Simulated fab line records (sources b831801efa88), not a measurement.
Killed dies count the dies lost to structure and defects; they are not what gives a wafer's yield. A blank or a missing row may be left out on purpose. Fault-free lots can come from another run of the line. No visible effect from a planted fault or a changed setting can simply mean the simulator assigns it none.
fab line records | flow sky130
record lots=6 wafers=18 last-day=50
route steps=708 shown LDD_P@263 LDD_HVN@267
lots that met no fault: from a run of the same line without faults
start-h: the number of hours between the record's first day and the start of the first shown wafer of the lot | wait-h: hours elapsed since this lot's preceding step | " repeats the value in the row above | L1.1+2: a single row standing in for several wafers | - no value present, or no start provided | * or withheld: withheld | < > ~ a bound
route shown NAME@n: NAME is a module with steps in the file, n the number in the route of the first one | usual: the fault-free wafers' mean and standard deviation | same: alike in all rows | chamber/n: place in a boat | sites: per-site readings | _std_site: the standard deviation of these | _edge_site: the outer-site mean with the inner-site mean subtracted | radius-mm: how far each site lies from the wafer's centre | mask NAME#n: copy n | behind: the last tool/chamber to shape the wafer | hold: reason for holding the lot/hours on hold/outcome of the hold | device: which transistor (n, p or np) failed to switch | end of line: tests run on the same wafers once the route is complete | a step with no rows: only its recipe | killed: not the wafer's yield, but the dies lost to structure and defects at the first sort | map: a wafer's dies, x killed, . not, _ none there
set.NAME: setting as actually run; set.NAME@STEP: the setting as run at that earlier step | model.NAME: the simulator's own value behind a step, which no gauge read
lots at selected steps of the route; one table per step, one row per wafer
services: from which hour (start-h, from the record's first day; less than 0 if before it) a tool's chamber was out of use, for how many hours, and why
## steps
# step SKY_LDD_P_OVL_MEAS_08
# usual LDD_P_OVL=0.6/1.4
# columns lot.wafer tool chamber start-h wait-h LDD_P_OVL[nm]
L611.2 overlay-02 - 552.98 0.1 0.3
L611.3 " - " " 0.8
L611.6 " - " " 0.4
L615.2 overlay-02 - 557.49 0.1 1.8
L615.5 " - " " 3.1
L615.6 " - " " 4.3
L614.1 overlay-02 - 558.39 0.1 0.1
L614.3 " - " " 0.2
L614.4 " - " " 0.2
L618.2 overlay-02 - 579.68 0.1 0.8
L618.5 " - " " 0.9
L618.6 " - " " 0.3
L624.1 overlay-02 - 624.08 0.1 -0.6
L624.3 " - " " 0.2
L624.6 " - " " -0.5
L625.2 overlay-01 - 649.68 0.1 0.0
L625.5 " - " " 0.6
L625.6 " - " " -0.2
# step SKY_LDD_P_IMPLANT_09
# recipe species=BF2 energy-kev=25 dose-cm2=1e+13 tilt-deg=withheld
# step SKY_LDD_P_STRIP_10
# recipe chemistry=O2/N2 power-w=1400 pressure-mtorr=1500 platen-temp-c=withheld o2-flow-sccm=3000 n2-flow-sccm=300 overash-fraction=0.5
# usual drypump-motor-current-A=5.8/0.44 oes-product-au=0.715/0.0043 strip-time-to-endpoint-s=14.17/0.044
# columns lot.wafer tool chamber start-h wait-h drypump-motor-current-A oes-product-au rf-hours-counter-h strip-time-to-endpoint-s
L611.2 plasma-asher-03 0 553.16 0.1 5.4 0.709 89 14.26
L611.3 " 0 " " 5.4 0.711 - 14.26
L611.6 " 1 " " 6.1 0.712 - 14.21
L615.2 plasma-asher-01 1 557.67 0.1 5.1 0.717 46 14.09
L615.5 " 0 " " 6.2 0.709 - 14.14
L615.6 " 1 " " 5.1 0.717 - 14.08
L614.1 plasma-asher-01 1 558.57 0.1 5.1 0.714 46 14.21
L614.3 " 1 " " 5.1 0.710 - 14.18
L614.4 " 0 " " 6.1 0.721 - 14.19
L618.2 plasma-asher-03 1 579.86 0.1 6.1 0.721 92 14.25
L618.5 " 0 " " 5.4 0.719 - 14.29
L618.6 " 1 " " 6.1 0.713 - 14.26
L624.1 plasma-asher-03 1 624.26 0.1 6.2 0.711 97 14.12
L624.3 " 0 " " 5.4 0.712 - 14.12
L624.6 " 1 " " 6.2 0.717 - 14.13
L625.2 plasma-asher-03 1 649.86 0.1 6.1 0.718 100 14.17
L625.5 " 1 " " 6.1 0.715 - 14.16
L625.6 " 0 " " 5.5 0.709 - 14.18
# step SKY_LDD_P_TW_MEAS_11
# usual LDD_P_TW=637/7.3
# columns lot.wafer tool chamber start-h wait-h LDD_P_TW
L611.2 film-metro-02 - 553.27 0.1 639
L611.3 " - " " 636
L611.6 " - " " 639
L615.2 film-metro-02 - 557.78 0.1 637
L615.5 " - " " 642
L615.6 " - " " 642
L614.1 film-metro-02 - 558.67 0.1 640
L614.3 " - " " 643
L614.4 " - " " 644
L618.2 film-metro-03 - 579.97 0.1 646
L618.5 " - " " 647
L618.6 " - " " 648
L624.1 film-metro-01 - 624.36 0.1 628
L624.3 " - " " 627
L624.6 " - " " 628
L625.2 film-metro-01 - 649.97 0.1 628
L625.5 " - " " 628
L625.6 " - " " 635
# step SKY_LDD_HVN_DEHYDRATE_00
# recipe temp-c=200 time-s=60
# step SKY_LDD_HVN_HMDS_01
# recipe prime-time-s=60 prime-temp-c=120
# step SKY_LDD_HVN_COAT_02
# recipe resist=NOVOLAK spin-rpm=3000 resist-thk-nm=300
# step SKY_LDD_HVN_SOFTBAKE_03
# recipe temp-c=90 time-s=60 resist=NOVOLAK
# step SKY_LDD_HVN_EXPOSE_04
# recipe mask-id=HVNTM na=0.6 source-shape=conventional sigma-outer=0.6 polarization=unpolarized target-cd-nm=700 dose-mj=127
# step SKY_LDD_HVN_PEB_05
# recipe temp-c=withheld time-s=* resist=NOVOLAK
# step SKY_LDD_HVN_DEVELOP_06
# recipe resist=NOVOLAK developer=TMAH develop-time-s=60 dev-temp-c=23
# step SKY_LDD_HVN_OVL_MEAS_07
# usual LDD_HVN_OVL=1.2/1.3
# columns lot.wafer tool chamber start-h wait-h LDD_HVN_OVL[nm]
L611.2 overlay-01 - 582.99 0.1 -0.6
L611.3 " - " " -1.1
L611.6 " - " " 0.5
L615.2 overlay-02 - 587.44 0.1 -0.1
L615.5 " - " " 0.2
L615.6 " - " " -0.1
L614.1 overlay-02 - 588.31 0.1 1.4
L614.3 " - " " 0.4
L614.4 " - " " 1.1
L618.2 overlay-01 - 608.66 0.1 -0.9
L618.5 " - " " -0.4
L618.6 " - " " -0.8
L624.1 overlay-01 - 652.53 0.1 -0.9
L624.3 " - " " -0.2
L624.6 " - " " 0.3
L625.2 overlay-02 - 677.89 0.1 2.0
L625.5 " - " " 0.4
L625.6 " - " " 1.1
# step SKY_LDD_HVN_IMPLANT_08
# recipe species=P energy-kev=60 dose-cm2=3e+13 tilt-deg=40
# usual beam-energy-keV=59.996/0.019 beam-on-s=10.01/0.18 faraday-current-uA=169/3.1
# columns lot.wafer tool chamber start-h wait-h beam-energy-keV beam-on-s faraday-current-uA
L611.2 implanter-04 0 583.05 0.0 59.989 10.18 166
L611.3 " 0 " " 59.991 9.96 169
L611.6 " 0 " " 59.995 9.70 174
L615.2 implanter-01 - 587.50 0.0 - - -
L615.5 " - " " - - -
L615.6 " - " " - - -
L614.1 implanter-02 - 588.34 0.0 - - -
L614.3 " - " " - - -
L614.4 " - " " - - -
L618.2 implanter-02 0 608.72 0.0 60.017 9.99 170
L618.5 " 0 " " 60.013 10.11 167
L618.6 " 0 " " 60.007 10.14 166
L624.1 implanter-02 0 652.57 0.0 60.012 9.95 170
L624.3 " 0 " " 59.999 10.00 168
L624.6 " 0 " " 59.994 9.83 172
L625.2 implanter-04 0 677.95 0.0 59.998 9.93 171
L625.5 " 0 " " 60.016 9.86 172
L625.6 " 0 " " 59.984 10.18 165
# step SKY_LDD_HVN_STRIP_09
# recipe chemistry=O2/N2 power-w=1400 pressure-mtorr=1500 platen-temp-c=withheld o2-flow-sccm=3000 n2-flow-sccm=300 overash-fraction=0.5
# usual drypump-motor-current-A=5.8/0.44 oes-product-au=0.408/0.0039 strip-time-to-endpoint-s=4.130/0.016
# columns lot.wafer tool chamber start-h wait-h drypump-motor-current-A oes-product-au rf-hours-counter-h strip-time-to-endpoint-s
L611.2 plasma-asher-02 0 583.17 0.1 5.6 0.405 74 4.136
L611.3 " 0 " " 5.5 0.410 - 4.137
L611.6 " 0 " " 5.5 0.408 - 4.155
L615.2 plasma-asher-02 1 587.62 0.1 6.2 0.404 74 4.141
L615.5 " 1 " " 6.2 0.408 - 4.141
L615.6 " 0 " " 5.6 0.405 - 4.135
L614.1 plasma-asher-02 1 588.49 0.1 6.2 0.414 74 4.142
L614.3 " 1 " " 6.2 0.406 - 4.162
L614.4 " 0 " " 5.5 0.407 - 4.118
L618.2 plasma-asher-01 0 608.84 0.1 6.1 0.404 52 4.139
L618.5 " 1 " " 5.1 0.404 - 4.138
L618.6 " 0 " " 6.2 0.410 - 4.116
L624.1 plasma-asher-04 0 652.72 0.1 6.1 0.413 13 4.135
L624.3 " 0 " " 6.0 0.415 - 4.127
L624.6 " 0 " " 6.0 0.408 - 4.128
L625.2 plasma-asher-01 1 678.07 0.1 5.1 0.409 59 4.141
L625.5 " 0 " " 6.2 0.411 - 4.153
L625.6 " 1 " " 5.1 0.405 - 4.140
# step SKY_LDD_HVN_TW_MEAS_10
# usual LDD_HVN_TW=1436/13
# columns lot.wafer tool chamber start-h wait-h LDD_HVN_TW
L611.2 film-metro-02 - 583.28 0.1 1449
L611.3 " - " " 1449
L611.6 " - " " 1445
L615.2 film-metro-02 - 587.73 0.1 30
L615.5 " - " " 30
L615.6 " - " " 30
L614.1 film-metro-01 - 588.59 0.1 30
L614.3 " - " " 30
L614.4 " - " " 29
L618.2 film-metro-04 - 608.95 0.1 1453
L618.5 " - " " 1450
L618.6 " - " " 1445
L624.1 film-metro-04 - 652.82 0.1 1450
L624.3 " - " " 1456
L624.6 " - " " 1448
L625.2 film-metro-04 - 678.18 0.1 1442
L625.5 " - " " 1439
L625.6 " - " " 1445
## services
# columns tool chamber start-h hours kind
plasma-asher-01 - 558.86 0.9 repair
plasma-asher-04 - 582.50 28.1 pm
implanter-01 - 617.27 1.0 repair
implanter-02 - 636.51 4.8 pm
implanter-01 - 667.32 5.1 repair
## key
first-sign step=SKY_LDD_HVN_IMPLANT_08 reading=tool-record direction=missing
effect step=SKY_LDD_HVN_TW_MEAS_10 reading=LDD_HVN_TW direction=down sigmas=99+ usual=1436 struck=30
met-at SKY_LDD_HVN_IMPLANT_08
struck-wafers L614.1,L614.3,L614.4,L615.2,L615.5,L615.6
later-rows-left-out L614.1,L614.3,L614.4,L615.2,L615.5,L615.6
sort-left-out L614.1,L614.3,L614.4,L615.2,L615.5,L615.6
tester-left-out L614,L615
fault kind=skipped-step-whole tool=implanter-01,implanter-02 chamber=- onset-h=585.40 steps=SKY_LDD_HVN_IMPLANT_08 scope=struck-lots-only
# tester-left-out: of these lots the tester's yield and bins aren't shown, on N5 and GAA mostly nor the transistor test; their killed dies are dies lost to structure and defects alone, not to doping, threshold or leakage, so they don't give the yield
# sort-left-out: the simulated sort isn't trusted on such a fault, so these wafers' sort isn't shown, and their yield isn't known
# later-rows-left-out: the simulator's readings of these wafers behind a module that went badly wrong aren't trusted and aren't shown, but for the sort
